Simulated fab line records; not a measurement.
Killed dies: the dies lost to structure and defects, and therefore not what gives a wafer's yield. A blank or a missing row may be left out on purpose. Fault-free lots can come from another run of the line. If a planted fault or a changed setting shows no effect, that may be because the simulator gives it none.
fab line records | flow gf180mcu
record: lots: 11 wafers: 33 last-day: 34
route steps=602 shown M2@368 V2@383 M4@472 MIM@503
lots untouched by any fault: they come from a run of this same line in which no faults occurred
start-h: start of the lot's first displayed wafer, in hours after the record's first day | wait-h: hours from the lot's prior step to this one | " identical to the entry in the row above | L1.1+2: several wafers, shown together as one row | - no value, or no start was given | * or withheld: withheld | < > ~ a bound
route shown NAME@n: a module of which the file shows steps, and the number in the route of the first | usual: mean/standard deviation taken from wafers without a fault | same: alike in all rows | chamber/n: place in a boat | sites: readings site by site | _std_site: how widely they spread, as a standard deviation | _edge_site: mean of outer sites minus mean of inner sites | radius-mm: for every site, how far away it sits from the centre of the wafer | mask NAME#n: copy n | behind: the last tool/chamber to shape the wafer | hold: the reason the lot was held/the length of the hold in hours/how it ended | device: the n, p or np transistor that did not switch | end of line: tests of these same wafers at the route's end | a step given without rows: its recipe and nothing more | killed: dies that structure and defects cost at the first sort, which is not the same as the wafer's yield | map: per-die view of a wafer (x killed, . not killed, _ where there is no die)
set.NAME: the setting that was run; set.NAME@STEP: the one run at that earlier step | model.NAME: the simulator's own value behind a step, which no gauge read
the route's steps for a sample of lots (tables are steps, rows are wafers)
services: the hour from which a tool's chamber was out of use, counted from the record's first day as start-h (under 0 if before that day), plus the number of hours and why
== steps ==
step: GF_M2_THK_MEAS_06
recipe: thk-meas-gauge: xrf reads: AlCu_of_M2_SPUTTER_02
usual: M2_ALCU_THK: 447/6.8
columns lot.wafer tool chamber start-h wait-h M2_ALCU_THK[nm]
L626.1 film-metro-04 - 416.57 0.1 442
L626.4 " - " " 445
L626.6 " - " " 442
L627.1 film-metro-01 - 428.73 0.1 443
L627.2 " - " " 443
L627.5 " - " " 436
L628.1 film-metro-01 - 431.37 0.1 436
L628.3 " - " " 433
L628.6 " - " " 441
L629.1 film-metro-04 - 443.42 0.1 448
L629.5 " - " " 450
L629.6 " - " " 459
L630.3 film-metro-04 - 448.21 0.1 448
L630.4 " - " " 460
L630.6 " - " " 455
L631.1 film-metro-01 - 462.33 0.1 450
L631.4 " - " " 449
L631.6 " - " " 438
L634.3 film-metro-04 - 489.40 0.1 452
L634.5 " - " " 454
L634.6 " - " " 445
L636.2 film-metro-01 - 505.38 0.1 445
L636.4 " - " " 456
L636.6 " - " " 457
L644.1 film-metro-02 - 571.23 0.1 429
L644.3 " - " " 443
L644.5 " - " " 438
L646.1 film-metro-01 - 581.31 0.1 452
L646.2 " - " " 444
L646.6 " - " " 445
L649.4 film-metro-04 - 606.84 0.1 438
L649.5 " - " " 448
L649.6 " - " " 441
step: GF_V2_THK_MEAS_01
recipe: reads: SiO2_of_V2_CVD_00
usual: V2_CVD_00_THK: 597/7.4
columns lot.wafer tool chamber start-h wait-h V2_CVD_00_THK[nm]
L626.1 film-metro-04 - 441.50 0.0 596
L626.4 " - " " 596
L626.6 " - " " 599
L627.1 film-metro-01 - 454.00 0.0 589
L627.2 " - " " 592
L627.5 " - " " 583
L628.1 film-metro-04 - 456.87 0.0 597
L628.3 " - " " 596
L628.6 " - " " 592
L629.1 film-metro-03 - 468.48 0.0 598
L629.5 " - " " 596
L629.6 " - " " 600
L630.3 film-metro-03 - 473.75 0.1 586
L630.4 " - " " 609
L630.6 " - " " 594
L631.1 film-metro-04 - 487.07 0.0 596
L631.4 " - " " 604
L631.6 " - " " 598
L634.3 film-metro-04 - 514.07 0.1 583
L634.5 " - " " 591
L634.6 " - " " 592
L636.2 film-metro-01 - 529.59 0.0 610
L636.4 " - " " 608
L636.6 " - " " 596
L644.1 film-metro-04 - 593.38 0.0 597
L644.3 " - " " 586
L644.5 " - " " 601
L646.1 film-metro-01 - 603.24 0.0 591
L646.2 " - " " 605
L646.6 " - " " 585
L649.4 film-metro-03 - 627.81 0.0 596
L649.5 " - " " 599
L649.6 " - " " 597
step: GF_M4_METAL_ETCH_16
recipe: chemistry: Cl2/BCl3 mask-material: KrF target-depth-nm: 750.8 stop-on: SiO2 pressure-mtorr: 8 icp-w: 800 bias-w: 140 Cl2_flow_sccm: 80 bcl3-flow-sccm: 40 time-s: 125.1
usual: drypump-motor-current-A: 5.7/0.47 he-backside-leak-sccm: 3.5/0.32 oes-product-au: 0.992/0.0057 rf-fwd-power-W: 795.2/2.5 throttle-valve-pct: 28.227/0.0099
columns lot.wafer tool chamber start-h wait-h drypump-motor-current-A he-backside-leak-sccm oes-product-au rf-fwd-power-W rf-hours-counter-h throttle-valve-pct
L626.1 rie-metal-04 1 539.53 0.0 6.3 3.4 0.995 796.2 12 28.225
L626.4 " 1 " " 6.3 3.5 0.993 795.4 - 28.255
L626.6 " 1 " " 6.3 3.5 0.996 794.6 - 28.231
L627.1 rie-metal-04 0 553.01 0.0 5.5 3.5 0.999 795.3 1 28.225
L627.2 " 1 " " 6.2 3.2 0.995 795.5 12 28.226
L627.5 " 0 " " 5.5 3.4 0.988 796.4 - 28.224
L628.1 rie-metal-01 1 555.36 0.0 5.1 3.4 0.999 791.4 1 28.228
L628.3 " 0 " " 6.4 3.2 0.989 797.5 - 28.225
L628.6 " 1 " " 5.1 4.4 0.994 793.0 - 28.238
L629.1 rie-metal-04 0 567.20 0.0 5.5 3.6 0.996 794.4 1 28.217
L629.5 " 1 " " 6.2 3.6 0.990 792.7 - 28.222
L629.6 " 0 " " 5.5 3.6 0.996 793.0 - 28.227
L630.3 rie-metal-04 1 570.97 0.1 6.2 3.6 0.993 791.5 - 28.238
L630.4 " 0 " " 5.5 3.5 0.989 795.2 - 28.224
L630.6 " 0 " " 5.5 3.4 0.994 796.2 - 28.220
L631.1 rie-metal-04 1 582.71 0.0 6.2 3.3 1.001 795.6 13 28.227
L631.4 " 0 " " 5.5 3.6 0.989 794.4 - 28.243
L631.6 " 0 " " 5.5 3.8 0.987 792.1 - 28.224
L634.3 rie-metal-02 1 607.00 0.1 5.3 3.5 0.990 796.0 - 28.237
L634.5 " 1 " " 5.3 3.5 0.995 796.9 - 28.215
L634.6 " 0 " " 5.4 3.2 0.992 789.2 - 28.233
L636.2 rie-metal-02 0 621.36 0.0 5.4 3.5 0.988 794.5 8 28.230
L636.4 " 0 " " 5.4 3.5 0.999 792.4 - 28.218
L636.6 " 0 " " 5.3 3.4 0.996 793.0 - 28.248
L644.1 rie-metal-02 0 679.96 0.0 5.3 3.3 1.002 918.2 10 28.223
L644.3 " 1 " " 5.3 3.5 0.995 924.9 - 28.207
L644.5 " 1 " " 5.3 3.3 0.998 922.1 - 28.215
L646.1 rie-metal-02 0 688.11 0.0 5.3 3.4 0.997 920.3 10 28.215
L646.2 " 1 " " 5.3 3.8 1.003 927.6 13 28.208
L646.6 " 1 " " 5.3 3.5 0.996 926.4 - 28.209
L649.4 rie-metal-01 0 710.55 0.1 6.5 3.5 0.998 798.8 - 28.235
L649.5 " 1 " " 5.1 2.8 0.994 795.6 - 28.216
L649.6 " 0 " " 6.5 3.4 0.996 796.0 - 28.218
step: GF_M4_STRIP_17
recipe: chemistry: O2/N2 power-w: 1400 pressure-mtorr: 1500 platen-temp-c: 250 o2-flow-sccm: 3000 n2-flow-sccm: 300 overash-fraction: 0.5
usual: drypump-motor-current-A: 5.4/0.56 heater-power-w: 293/24 oes-product-au: 0.536/0.0051 strip-time-to-endpoint-s: 7.35/0.049
columns lot.wafer tool chamber start-h wait-h drypump-motor-current-A heater-power-w oes-product-au rf-hours-counter-h strip-time-to-endpoint-s
L626.1 plasma-asher-04 1 539.66 0.1 5.1 253 0.534 90 7.37
L626.4 " 1 " " 5.1 258 0.545 - 7.39
L626.6 " 0 " " 4.7 321 0.537 - 7.39
L627.1 plasma-asher-04 1 553.14 0.1 5.1 253 0.537 91 7.30
L627.2 " 0 " " 4.7 317 0.535 91 7.36
L627.5 " 0 " " 4.7 308 0.532 - 7.36
L628.1 plasma-asher-03 1 555.49 0.1 5.8 308 0.534 76 7.35
L628.3 " 0 " " 6.1 284 0.534 - 7.29
L628.6 " 0 " " 6.1 285 0.542 - 7.33
L629.1 plasma-asher-03 1 567.33 0.1 5.8 312 0.540 77 7.28
L629.5 " 0 " " 6.1 287 0.535 - 7.29
L629.6 " 1 " " 5.7 317 0.544 - 7.30
L630.3 plasma-asher-03 1 571.09 0.1 5.8 307 0.531 - 7.28
L630.4 " 0 " " 6.1 287 0.538 - 7.29
L630.6 " 1 " " 5.8 312 0.535 - 7.31
L631.1 plasma-asher-04 0 582.84 0.1 4.7 315 0.537 94 7.35
L631.4 " 1 " " 5.1 253 0.540 - 7.35
L631.6 " 0 " " 4.7 313 0.537 - 7.37
L634.3 plasma-asher-04 0 607.12 0.1 4.7 313 0.532 - 7.36
L634.5 " 0 " " 4.7 317 0.534 - 7.34
L634.6 " 1 " " 5.1 259 0.544 - 7.37
L636.2 plasma-asher-04 0 621.49 0.1 4.7 323 0.541 99 7.35
L636.4 " 1 " " 5.1 264 0.544 - 7.36
L636.6 " 0 " " 4.7 325 0.538 - 7.33
L644.1 plasma-asher-04 1 680.09 0.1 5.1 258 0.518 104 6.92
L644.3 " 1 " " 5.1 256 0.520 - 6.83
L644.5 " 0 " " 4.7 313 0.524 - 6.93
L646.1 plasma-asher-03 1 688.24 0.1 5.7 309 0.528 88 6.97
L646.2 " 0 " " 6.1 292 0.521 88 6.92
L646.6 " 1 " " 5.8 309 0.514 - 6.90
L649.4 plasma-asher-01 0 710.67 0.1 6.3 321 0.529 - 7.25
L649.5 " 0 " " 6.3 308 0.528 - 7.29
L649.6 " 1 " " 4.9 296 0.535 - 7.22
step: GF_MIM_SPUTTER_00
recipe: material: Ti target-thk-nm: 37.5 arriving-ion-energy-ev: 80 substrate-temp-c: 200 chamber-pressure-pa: 2 power-w: 4000 time-s: 150
usual: throttle-valve-pct: 29.8/1.2
columns lot.wafer tool chamber start-h wait-h throttle-valve-pct
L626.1 pvd-sputter-01 - 564.95 0.1 31.0
L626.4 " - " " 29.7
L626.6 " - " " 31.4
L627.1 pvd-sputter-02 - 578.07 0.2 26.6
L627.2 " - " " 28.5
L627.5 " - " " 26.2
L628.1 pvd-sputter-01 - 580.14 0.1 29.7
L628.3 " - " " 29.6
L628.6 " - " " 29.9
L629.1 pvd-sputter-02 - 591.64 0.1 28.5
L629.5 " - " " 26.2
L629.6 " - " " 30.1
L630.3 pvd-sputter-01 - 595.33 0.2 31.2
L630.4 " - " " 29.9
L630.6 " - " " 31.1
L631.1 pvd-sputter-01 - 606.77 0.2 29.8
L631.4 " - " " 29.8
L631.6 " - " " 31.0
L634.3 pvd-sputter-01 - 630.32 0.1 29.6
L634.5 " - " " 29.7
L634.6 " - " " 29.7
L636.2 pvd-sputter-01 - 644.36 0.2 29.7
L636.4 " - " " 31.1
L636.6 " - " " 29.9
L644.1 pvd-sputter-01 - 701.53 0.2 29.8
L644.3 " - " " 29.6
L644.5 " - " " 31.3
L646.1 pvd-sputter-03 - 709.01 0.1 31.1
L646.2 " - " " 29.8
L646.6 " - " " 31.0
L649.4 pvd-sputter-01 - 731.07 0.1 29.8
L649.5 " - " " 29.9
L649.6 " - " " 29.8
== services ==
columns tool chamber start-h hours kind
rie-metal-01 1 517.81 - clean
rie-metal-01 1 517.81 16.0 scheduled-down
rie-metal-04 0 522.48 - clean
rie-metal-04 0 522.48 14.3 scheduled-down
rie-metal-04 0 522.48 14.3 vent-cycle
plasma-asher-04 - 524.46 0.7 repair
plasma-asher-03 - 577.23 17.1 repair
rie-metal-01 0 598.64 21.2 repair
pvd-sputter-03 - 600.52 3.6 repair
rie-metal-01 1 603.35 7.5 repair
rie-metal-04 1 631.62 - clean
rie-metal-04 1 631.62 18.7 scheduled-down
rie-metal-04 1 631.62 18.7 vent-cycle
rie-metal-01 - 633.82 0.4 repair
plasma-asher-04 - 634.19 2.5 repair
pvd-sputter-03 - 644.63 0.8 repair
rie-metal-02 - 655.94 0.7 repair
pvd-sputter-01 3 660.81 - consumable-replace:kit
pvd-sputter-01 3 660.81 18.0 scheduled-down
pvd-sputter-01 3 660.81 18.0 vent-cycle
plasma-asher-01 - 688.89 3.6 repair
pvd-sputter-03 - 696.55 4.2 repair
rie-metal-02 - 715.50 0.4 repair
rie-metal-01 - 720.31 4.1 repair
== key ==
first-sign: step: GF_M4_METAL_ETCH_16 reading: rf-fwd-power-W direction: up sigmas: 50 usual: 795.2 struck: 923.3
effect: step: GF_M4_STRIP_17 reading: strip-time-to-endpoint-s direction: down sigmas: 9 usual: * struck: *
met-at GF_M4_METAL_ETCH_16
struck-lots L644,L646
not-acting-at GF_M2_THK_MEAS_06,GF_V2_THK_MEAS_01,GF_MIM_SPUTTER_00
onset-between 621.36 679.96
fault: kind: process-parameter-drift tool: rie-metal-02 chamber: - onset-h: 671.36 steps: GF_M4_METAL_ETCH_16 channel: icp-w offset: 128 shape: step end-h: 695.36 acts-in: these-recipes-only stated: 800
